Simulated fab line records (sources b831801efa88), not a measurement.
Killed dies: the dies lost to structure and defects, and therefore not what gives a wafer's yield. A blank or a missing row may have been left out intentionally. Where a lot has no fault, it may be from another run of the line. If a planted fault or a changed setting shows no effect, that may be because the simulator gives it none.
Which tool is to blame? -- flow sky130 -- 12 lots, 36 wafers sampled, at 3 steps of a route of 708

WHAT EACH GAUGE READ, for each wafer
SKY_CAP2M_THK_MEAS_04: measures by xrf. Usual: CAP2M_TIN_THK 199.7 nm, standard deviation 2.4.
lot,measured,on,CAP2M_TIN_THK (nm),flag
L688,day 40 05:22,filmMetro-04,197.7 199.3 198.3,
L689,day 40 09:19,filmMetro-03,198.3 194.5 197.1,
L692,day 41 19:29,filmMetro-03,200.3 201.2 201.4,
L699,day 43 11:05,filmMetro-04,199.8 202.6 202.5,
L702,day 43 22:43,filmMetro-01,196.8 197.4 198.8,
L703,day 44 12:40,filmMetro-03,200.3 200.6 200.7,
L705,day 44 22:51,filmMetro-03,199.0 198.1 200.6,
L706,day 45 05:30,filmMetro-04,202.9 200.8 199.0,
L708,day 45 17:08,filmMetro-03,201.8 197.1 198.9,
L707,day 45 20:38,filmMetro-03,202.2 198.3 199.0,
L709,day 46 00:55,filmMetro-03,195.1 198.1 196.8,
L710,day 46 05:53,filmMetro-04,204.8 201.6 200.6,

WHICH TOOL RAN EACH LOT (tool, then ch and the chambers of the sampled wafers, then the start)
lot,SKY_VIA3_STRIP_16,SKY_VIA3_CVD_21
L688,"plasmaAsher-04 ch 0,1, day 40 03:36","cvdW-02 ch 0,1, day 40 04:17"
L689,"plasmaAsher-01 ch 0,1, day 40 07:32","cvdW-01 ch 1, day 40 08:14"
L692,"plasmaAsher-01 ch 0,1, day 41 17:45","cvdW-02 ch 0,1, day 41 18:24"
L699,"plasmaAsher-04 ch 0,1, day 43 09:14","cvdW-01 ch 0,1, day 43 10:02"
L702,"plasmaAsher-01 ch 0,1, day 43 20:54","cvdW-02 ch 0,1, day 43 21:38"
L703,"plasmaAsher-01 ch 0,1, day 44 10:51","cvdW-01 ch 0,1, day 44 11:35"
L705,"plasmaAsher-02 ch 0,1, day 44 21:04","cvdW-01 ch 0,1, day 44 21:47"
L706,"plasmaAsher-02 ch 0,1, day 45 03:43","cvdW-02 ch 0,1, day 45 04:26"
L708,"plasmaAsher-04 ch 0,1, day 45 15:26","cvdW-02 ch 0,1, day 45 16:05"
L707,"plasmaAsher-04 ch 0,1, day 45 18:48","cvdW-01 ch 0,1, day 45 19:28"
L709,"plasmaAsher-01 ch 0,1, day 45 23:06","cvdW-01 ch 0,1, day 45 23:47"
L710,"plasmaAsher-04 ch 0,1, day 46 03:59","cvdW-02 ch 0,1, day 46 04:39"
- SKY_VIA3_STRIP_16: strips in O2/N2.
- SKY_VIA3_CVD_21: deposits W, target thk 390 nm, time 117.31 s.

AS READ BY THE TOOLS THEMSELVES (means over the sampled wafers that have a number; for cases with no such wafer, the mark the record gives instead)
SKY_VIA3_STRIP_16. Usual: drypumpMotorCurrentA 5.6 A, standard deviation 0.51; o2FlowSccm 3000 sccm, standard deviation 9; oesProductAu 0.402 a.u., standard deviation 0.0045; stripTimeToEndpointS 4.126 s, standard deviation 0.027.
lot,tool,drypumpMotorCurrentA (A),o2FlowSccm (sccm),oesProductAu (a.u.),stripTimeToEndpointS (s),flag
L688,plasmaAsher-04,6.0,3005,0.403,4.149,
L689,plasmaAsher-01,5.4,3002,0.398,4.127,
L692,plasmaAsher-01,5.4,2994,0.402,4.130,
L699,plasmaAsher-04,6.0,2989,0.402,4.176,
L702,plasmaAsher-01,5.4,2998,0.400,4.100,
L703,plasmaAsher-01,5.3,3001,0.399,4.130,
L705,plasmaAsher-02,5.9,3008,0.401,4.110,
L706,plasmaAsher-02,5.9,3005,0.402,4.139,
L708,plasmaAsher-04,5.6,2999,0.407,4.130,
L707,plasmaAsher-04,5.6,2996,0.403,4.122,
L709,plasmaAsher-01,5.3,3000,0.402,4.118,
L710,plasmaAsher-04,6.0,3003,0.400,4.105,

SKY_VIA3_CVD_21. Usual: heaterPowerW at 849 W, with a standard deviation of 71.
lot,tool,heaterPowerW (W),flag
L688,cvdW-02,923,
L689,cvdW-01,763,
L692,cvdW-02,929,
L699,cvdW-01,822,
L702,cvdW-02,922,
L703,cvdW-01,791,
L705,cvdW-01,810,
L706,cvdW-02,880,
L708,cvdW-02,926,
L707,cvdW-01,823,
L709,cvdW-01,824,
L710,cvdW-02,938,

THE ANSWER, worked out from the rows above alone
Rule: take the mean of a lot's wafers that have a number; if it is more than 3 standard deviations from the usual mean, the lot is off. Also off: a lot with no number at a reading for which 4 or more lots have one. Where the step has rows for the other lots, those lots are counted as sound. First the gauges in route order, then the tools' own readings, where a lot's mean is used as printed above. At the first step where some lot is off, the reading lying furthest off is the one used; lots without a number count as furthest.
Nothing can be told from this: no lot is off at any reading shown.

WHAT THE SIMULATOR HAD PUT IN
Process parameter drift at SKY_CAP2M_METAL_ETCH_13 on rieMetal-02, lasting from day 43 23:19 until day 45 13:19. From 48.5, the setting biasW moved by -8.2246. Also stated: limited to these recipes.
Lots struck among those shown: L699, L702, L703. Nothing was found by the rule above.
